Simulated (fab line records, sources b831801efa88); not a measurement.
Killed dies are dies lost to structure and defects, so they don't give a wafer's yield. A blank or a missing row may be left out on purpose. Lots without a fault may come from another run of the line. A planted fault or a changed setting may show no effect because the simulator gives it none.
One fault seen from 2 desks | flow sky130 | each desk has only its own numbers; what lay behind them comes last

THE TOOL OWNER'S DESK: hdpcvd-02
The tool's own readings at SKY_FIELD_ISO_CVD_24 (deposits SiO2, target thk 595 nm, time 99.2 s): means of the sampled wafers that have a number, for each lot that ran on this tool. A lot is out of limits, marked OUT, if its mean lies more than 4 standard deviations from the usual mean; the brackets give that distance.
Columns: A = pressure_mtorr at SKY_FIELD_ISO_CVD_24, usual 6.002 mTorr; B = susceptor_temp_C at SKY_FIELD_ISO_CVD_24, usual 650.0 C
lot  | first seen here | A                       | B
L868 | day 2 11:16     | 6.010                   | 650.0
L871 | day 3 04:52     | 5.998                   | 650.0
L872 | day 3 10:34     | 6.001                   | 649.9
L878 | day 4 18:36     | 4.789 (-99 or more) OUT | 649.7
L880 | day 5 06:03     | 4.799 (-99 or more) OUT | 650.0
This desk's finding: out of limits on L878, L880; first on L878, day 4 18:36 (pressure_mtorr at SKY_FIELD_ISO_CVD_24). In limits: L868, L871, L872.

THE METROLOGY DESK
What the gauges read, lot by lot, whatever tool the lot ran on: means of the sampled wafers that have a number. A lot is out of limits, marked OUT, if its mean lies more than 4 standard deviations from the usual mean; the brackets give that distance.
Columns: A = FIELD_ISO_OXIDATION_01_THK at SKY_FIELD_ISO_THK_MEAS_23, usual 9.97 nm; B = NWELL_01_OVL at SKY_NWELL_OVL_MEAS_23, usual -0.3 nm
lot  | first seen here | A     | B
L867 | day 2 11:13     | 9.90  | -0.4
L868 | day 2 11:13     | 9.93  | -2.9
L869 | day 2 23:04     | 9.87  | 1.0
L871 | day 3 04:48     | 10.06 | -0.4
L872 | day 3 10:31     | 9.90  | 0.3
L874 | day 3 17:22     | 10.02 | 0.4
L878 | day 4 18:32     | 9.91  | 1.7
L880 | day 5 06:00     | 9.94  | -2.7
L883 | day 5 20:37     | 10.00 | -1.4
L884 | day 5 23:46     | 10.04 | -1.5
L885 | day 6 06:07     | 9.94  | -1.5
L887 | day 6 14:45     | 10.03 | -0.3
L889 | day 7 09:19     | 9.86  | 0.4
This desk's finding: nothing out of limits on any of the 13 lots.

PUT TOGETHER
The tool owner's desk could have raised an alarm at day 4 18:36, on L878, L880.
The metrology desk saw nothing out of limits.
The metrology desk has L878, L880 on record, within its limits.
Of the lots named, all ran SKY_FIELD_ISO_CVD_24 on hdpcvd-02.

WHAT THE SIMULATOR HAD PUT IN
Process parameter drift: hdpcvd-02, from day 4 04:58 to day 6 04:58, at SKY_FIELD_ISO_CVD_24. Setting pressure_mtorr, moved by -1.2, from 6. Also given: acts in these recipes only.
Lots struck among those shown: L878, L880.
Hours from the fault's start to each desk's first reading out of limits: the tool owner's desk, 14.
